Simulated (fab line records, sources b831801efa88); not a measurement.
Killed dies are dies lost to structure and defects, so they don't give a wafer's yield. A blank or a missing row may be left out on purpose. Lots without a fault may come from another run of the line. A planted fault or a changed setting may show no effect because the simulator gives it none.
fab line records | flow sky130
record lots=14 wafers=42 last_day=50
route steps=708 shown VIA1@471 METAL2@486
lots that met no fault: from a run of the same line without faults
start_h: hours from the record's first day to the start of the lot's first wafer shown | wait_h: hours since the lot's step before | " the same as in the row above | L1.1+2: a row that stands for several wafers | - no value, or no start given | * or withheld: withheld | < > ~ a bound
route shown NAME@n: a module of which the file shows steps, and the number in the route of the first | usual: mean/standard deviation of fault-free wafers | same: alike in all rows | chamber/n: place in a boat | sites: the reading at each site | _std_site: their standard deviation | _edge_site: outer sites' mean less inner sites' | radius_mm: how far each site lies from the wafer's centre | mask NAME#n: copy n | behind: the tool/chamber that last shaped the wafer | hold: why the lot was held/for how many hours/how that ended | device: the transistor (n, p or np) that didn't switch | end of line: the same wafers' tests at the end of the route | a step without rows: its recipe alone | killed: dies lost to structure and defects at the first sort, not the wafer's yield | map: a wafer's dies, x killed, . not, _ none there
set.NAME: the setting as run; set.NAME@STEP: as run at that earlier step | model.NAME: the simulator's own value behind a step, which no gauge read
steps of the route over a sample of lots; a table a step, a row a wafer
services: from which hour (start_h, from the record's first day; less than 0 if before it) a tool's chamber was out of use, for how many hours, and why
## steps
# step SKY_VIA1_OVL_MEAS_13
# usual VIA1_OVL=-5/5.4
# columns lot.wafer tool chamber start_h wait_h VIA1_OVL[nm]
L901.3 overlay-01 - 799.12 0.1 0
L901.5 " - " " 3
L901.6 " - " " -11
L902.2 overlay-01 - 802.66 0.1 -7
L902.4 " - " " -2
L902.6 " - " " 1
L904.2 overlay-01 - 823.14 0.1 -9
L904.4 " - " " -9
L904.5 " - " " 1
L906.1 overlay-01 - 837.73 0.1 -2
L906.3 " - " " 0
L906.5 " - " " 0
L905.1 overlay-01 - 848.07 0.1 -8
L905.3 " - " " -12
L905.4 " - " " -7
L908.2 overlay-02 - 858.54 0.1 -6
L908.4 " - " " -2
L908.6 " - " " -13
L909.3 overlay-01 - 866.39 0.1 -7
L909.4 " - " " -2
L909.5 " - " " -3
L910.3 overlay-01 - 872.97 0.1 -9
L910.4 " - " " -11
L910.5 " - " " -4
L911.2 overlay-01 - 877.86 0.1 -5
L911.3 " - " " -3
L911.4 " - " " -6
L912.4 overlay-02 - 885.28 0.1 -5
L912.5 " - " " 0
L912.6 " - " " -6
L913.1 overlay-01 - 890.63 0.1 -3
L913.4 " - " " -15
L913.6 " - " " -10
L914.1 overlay-01 - 902.93 0.1 -16
L914.3 " - " " -12
L914.4 " - " " -11
L922.1 overlay-02 - 953.58 0.1 -4
L922.3 " - " " -12
L922.4 " - " " -5
L923.2 overlay-01 - 958.49 0.1 -2
L923.3 " - " " 1
L923.6 " - " " -7
# step SKY_VIA1_ETCH_14
# recipe chemistry=N2/H2 target=BARC ion_energy_ev=200 source_w=500 bias_w=100 pressure_mtorr=30 n2_flow_sccm=100 h2_flow_sccm=200 stop_on=SiO2 time_s=45.9 target_depth_a=600
# usual chamber_pressure_mTorr=30.001/0.028 drypump_motor_current_A=5.6/0.43 h2_flow_sccm=200.0/0.6 oes_product_au=0.854/0.0043 throttle_valve_pct=13.224/0.009
# columns lot.wafer tool chamber start_h wait_h chamber_pressure_mTorr drypump_motor_current_A h2_flow_sccm oes_product_au rf_hours_counter_h throttle_valve_pct
L901.3 rie_diel-04 2 799.14 0.0 29.990 5.2 200.5 0.841 13 13.234
L901.5 " 1 " " 29.990 6.3 200.1 0.856 - 13.241
L901.6 " 2 " " 29.963 5.1 199.3 0.856 - 13.219
L902.2 rie_diel-02 0 802.69 0.0 30.023 5.9 200.6 0.854 5 13.214
L902.4 " 3 " " 29.937 5.0 200.4 0.852 20 13.223
L902.6 " 1 " " 29.991 5.9 199.4 0.858 - 13.222
L904.2 rie_diel-02 2 823.17 0.0 29.983 5.6 199.4 0.853 20 13.215
L904.4 " 3 " " 30.015 5.0 200.1 0.850 21 13.210
L904.5 " 0 " " 29.998 5.9 198.6 0.855 - 13.227
L906.1 rie_diel-01 0 837.76 0.0 29.997 6.0 200.0 0.854 0 13.234
L906.3 " 3 " " 30.009 5.7 199.5 0.860 33 13.241
L906.5 " 2 " " 30.005 5.3 200.2 0.851 - 13.214
L905.1 rie_diel-02 0 848.11 0.0 29.987 5.9 201.2 0.854 6 13.220
L905.3 " 2 " " 30.021 5.6 198.8 0.855 21 13.217
L905.4 " 3 " " 29.962 5.0 199.9 0.848 21 13.226
L908.2 rie_diel-01 1 858.57 0.0 29.963 6.3 200.4 0.846 19 13.224
L908.4 " 0 " " 30.022 5.9 199.9 0.851 - 13.246
L908.6 " 2 " " 30.047 5.3 199.5 0.858 - 13.217
L909.3 rie_diel-04 2 866.42 0.0 30.027 5.1 200.3 0.853 15 13.235
L909.4 " 0 " " 30.015 5.0 201.2 0.851 - 13.224
L909.5 " 2 " " 30.040 5.1 200.1 0.863 - 13.215
L910.3 rie_diel-04 0 872.99 0.0 29.988 5.1 200.4 0.852 6 13.219
L910.4 " 0 " " 29.979 5.1 199.4 0.856 - 13.224
L910.5 " 2 " " 29.982 5.2 200.0 0.855 - 13.226
L911.2 rie_diel-02 0 877.89 0.0 29.999 5.9 200.9 0.859 7 13.219
L911.3 " 3 " " 29.969 5.0 199.7 0.851 22 13.228
L911.4 " 2 " " 29.964 5.6 198.5 0.859 21 13.233
L912.4 rie_diel-01 1 885.29 0.0 29.993 6.3 200.7 0.863 20 13.218
L912.5 " 0 " " 29.975 6.0 201.0 0.856 - 13.224
L912.6 " 3 " " 30.042 5.7 201.3 0.851 - 13.226
L913.1 rie_diel-02 3 890.67 0.0 29.979 5.0 199.7 0.848 22 13.211
L913.4 " 2 " " 30.038 5.6 200.5 0.854 22 13.211
L913.6 " 2 " " 30.032 5.6 199.9 0.855 - 13.227
L914.1 rie_diel-04 0 902.97 0.0 29.993 5.0 199.2 0.857 7 13.213
L914.3 " 3 " " 30.037 5.4 200.2 0.857 7 13.221
L914.4 " 1 " " 29.974 6.3 199.8 0.846 1 13.243
L922.1 rie_diel-02 1 953.62 0.0 30.010 5.9 200.6 0.849 7 13.206
L922.3 " 3 " " 29.957 5.0 199.7 0.854 1 13.223
L922.4 " 2 " " 29.978 5.6 199.6 0.867 1 13.226
L923.2 rie_diel-04 1 958.52 0.0 29.979 6.3 200.8 0.853 3 13.232
L923.3 " 2 " " 29.996 5.1 200.0 0.857 19 13.229
L923.6 " 0 " " 29.942 5.0 199.4 0.853 - 13.233
# step SKY_VIA1_ETCH_15
# recipe target=SiO2 chemistry=C4F8/O2/Ar target_depth_nm=351 stop_on=TiN mask_material=KrF-thick source_w=1500 bias_w=1200 pressure_mtorr=40 c4f8_flow_sccm=withheld O2_flow_sccm=6 Ar_flow_sccm=300 time_s=54
# usual chamber_pressure_mTorr=40.00/0.041 oes_product_au=0.981/0.0061
# columns lot.wafer tool chamber start_h wait_h chamber_pressure_mTorr oes_product_au rf_hours_counter_h
L901.3 rie_diel-04 2 799.19 0.0 40.04 0.980 13
L901.5 " 1 " " 40.02 0.981 -
L901.6 " 2 " " 39.99 0.977 -
L902.2 rie_diel-02 0 802.74 0.0 40.04 0.981 5
L902.4 " 3 " " 39.98 0.974 20
L902.6 " 1 " " 40.00 0.977 -
L904.2 rie_diel-02 2 823.21 0.0 40.04 0.984 20
L904.4 " 3 " " 40.01 0.979 21
L904.5 " 0 " " 40.02 0.979 -
L906.1 rie_diel-01 0 837.81 0.0 39.98 0.980 0
L906.3 " 3 " " 40.03 0.971 33
L906.5 " 2 " " 40.01 0.976 -
L905.1 rie_diel-02 0 848.15 0.0 40.04 0.992 6
L905.3 " 2 " " 39.91 0.979 21
L905.4 " 3 " " 39.98 0.983 21
L908.2 rie_diel-01 1 858.61 0.0 40.00 0.996 19
L908.4 " 0 " " 40.03 0.977 -
L908.6 " 2 " " 40.00 0.986 -
L909.3 rie_diel-04 2 866.46 0.0 39.98 0.978 15
L909.4 " 0 " " 40.05 0.981 -
L909.5 " 2 " " 39.96 0.982 -
L910.3 rie_diel-04 0 873.04 0.0 39.98 0.977 6
L910.4 " 0 " " 40.00 0.981 -
L910.5 " 2 " " 40.00 0.988 -
L911.2 rie_diel-02 0 877.94 0.0 39.95 0.990 7
L911.3 " 3 " " 40.01 0.976 22
L911.4 " 2 " " 40.10 0.984 21
L912.4 rie_diel-01 1 885.34 0.0 39.97 0.985 20
L912.5 " 0 " " 40.03 0.982 -
L912.6 " 3 " " 39.98 0.981 -
L913.1 rie_diel-02 3 890.71 0.0 40.01 0.980 22
L913.4 " 2 " " 39.89 0.984 22
L913.6 " 2 " " 39.95 0.981 -
L914.1 rie_diel-04 0 903.01 0.0 39.99 0.980 7
L914.3 " 3 " " 39.93 0.980 7
L914.4 " 1 " " 39.93 0.982 1
L922.1 rie_diel-02 1 953.66 0.0 39.97 0.973 7
L922.3 " 3 " " 39.99 0.986 1
L922.4 " 2 " " 39.98 0.972 1
L923.2 rie_diel-04 1 958.56 0.0 40.00 0.983 3
L923.3 " 2 " " 39.98 0.975 19
L923.6 " 0 " " 39.99 0.973 -
# step SKY_METAL2_SPUTTER_03
# recipe material=Ti target_thk_nm=5 power_w=3000 time_s=3.3 chamber_pressure_pa=0.4
# usual cathode_dc_power_W=3000.0/0.55 chamber_pressure_pa=0.4000/0.00075 throttle_valve_pct=30.2/0.92
# columns lot.wafer tool chamber start_h wait_h cathode_dc_power_W chamber_pressure_pa throttle_valve_pct
L901.3 pvd_sputter-01 - 800.57 0.0 3000.8 0.4009 31.3
L901.5 " - " " 2998.5 0.4001 30.2
L901.6 " - " " 3000.2 0.3997 28.6
L902.2 pvd_sputter-01 - 804.21 0.0 2999.8 0.4002 28.4
L902.4 " - " " 3000.3 0.4002 30.5
L902.6 " - " " 3000.2 0.3989 28.6
L904.2 pvd_sputter-03 - 824.57 0.0 3000.7 0.4013 30.5
L904.4 " - " " 2999.2 0.3999 30.0
L904.5 " - " " 3000.5 0.3999 30.2
L906.1 pvd_sputter-01 - 839.24 0.0 3000.0 0.4011 28.7
L906.3 " - " " 3000.3 0.3996 30.1
L906.5 " - " " 3000.0 0.3982 31.4
L905.1 pvd_sputter-01 - 849.70 0.0 3000.3 0.4012 28.5
L905.3 " - " " 3000.8 0.4004 30.5
L905.4 " - " " 2999.6 0.4007 28.8
L908.2 pvd_sputter-03 - 860.02 0.0 3000.1 0.3997 30.1
L908.4 " - " " 3000.0 0.3988 30.5
L908.6 " - " " 2999.3 0.4000 30.5
L909.3 pvd_sputter-01 - 868.24 0.0 3000.2 0.4000 30.6
L909.4 " - " " 2999.4 0.3991 29.1
L909.5 " - " " 2999.5 0.4001 28.5
L910.3 pvd_sputter-04 - 874.39 0.0 2998.8 0.4002 30.8
L910.4 " - " " 2999.6 0.3993 30.3
L910.5 " - " " 3000.5 0.4001 31.1
L911.2 pvd_sputter-03 - 879.32 0.0 3000.2 0.4010 30.0
L911.3 " - " " 3000.2 0.4004 30.4
L911.4 " - " " 3000.1 0.3996 30.5
L912.4 pvd_sputter-01 - 886.68 0.0 2999.9 0.4002 31.2
L912.5 " - " " 3000.1 0.3994 31.4
L912.6 " - " " 3000.5 0.3991 30.4
L913.1 pvd_sputter-01 - 892.06 0.0 - - -
L913.4 " - " " - - -
L913.6 " - " " - - -
L914.1 pvd_sputter-01 - 904.39 0.0 - - -
L914.3 " - " " - - -
L914.4 " - " " - - -
L922.1 pvd_sputter-04 - 955.01 0.0 3000.3 0.3989 29.9
L922.3 " - " " 2999.4 0.3993 30.3
L922.4 " - " " 3001.2 0.4012 30.6
L923.2 pvd_sputter-03 - 959.94 0.0 3000.5 0.4001 30.1
L923.3 " - " " 2999.8 0.4005 30.1
L923.6 " - " " 3000.6 0.3995 30.5
## services
# columns tool chamber start_h hours kind
rie_diel-01 0 787.15 32.6 repair
rie_diel-01 2 788.93 11.4 repair
rie_diel-02 3 810.92 4.6 repair
rie_diel-02 - 817.94 2.8 pm
rie_diel-04 0 821.91 5.6 repair
rie_diel-02 3 831.85 5.9 repair
rie_diel-01 - 832.60 1.2 repair
pvd_sputter-01 - 840.20 2.1 repair
rie_diel-01 3 842.05 5.9 repair
rie_diel-01 1 846.89 4.7 repair
rie_diel-04 1 849.97 6.1 repair
rie_diel-02 2 884.86 2.3 repair
pvd_sputter-03 - 888.76 3.9 repair
rie_diel-02 3 894.85 - clean
rie_diel-02 3 894.85 22.6 scheduled_down
rie_diel-02 3 894.85 22.6 vent_cycle
rie_diel-01 - 895.57 0.1 repair
rie_diel-02 2 917.49 - clean
rie_diel-02 2 917.49 15.1 scheduled_down
rie_diel-01 0 920.33 3.3 repair
rie_diel-04 3 926.95 2.6 repair
pvd_sputter-01 - 932.96 5.0 repair
rie_diel-02 1 938.01 9.5 repair
pvd_sputter-01 - 941.20 2.6 repair
## key
first_sign step=SKY_METAL2_SPUTTER_03 reading=tool_record direction=missing
effect none on later readings
met_at SKY_METAL2_SPUTTER_03
struck_lots L913,L914
later_rows_left_out L913.1,L913.4,L913.6,L914.1,L914.3,L914.4
sort_left_out L913.1,L913.4,L913.6,L914.1,L914.3,L914.4
not_acting_at SKY_VIA1_OVL_MEAS_13,SKY_VIA1_ETCH_14,SKY_VIA1_ETCH_15
onset_between 886.68 892.06
fault kind=skipped_step_whole tool=pvd_sputter-01 chamber=- onset_h=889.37 steps=SKY_METAL2_SPUTTER_03 scope=struck_lots_only
# sort_left_out: the simulated sort isn't trusted on such a fault, so these wafers' sort isn't shown, and their yield isn't known
# later_rows_left_out: the simulator's readings of these wafers behind a module that went badly wrong aren't trusted and aren't shown, but for the sort
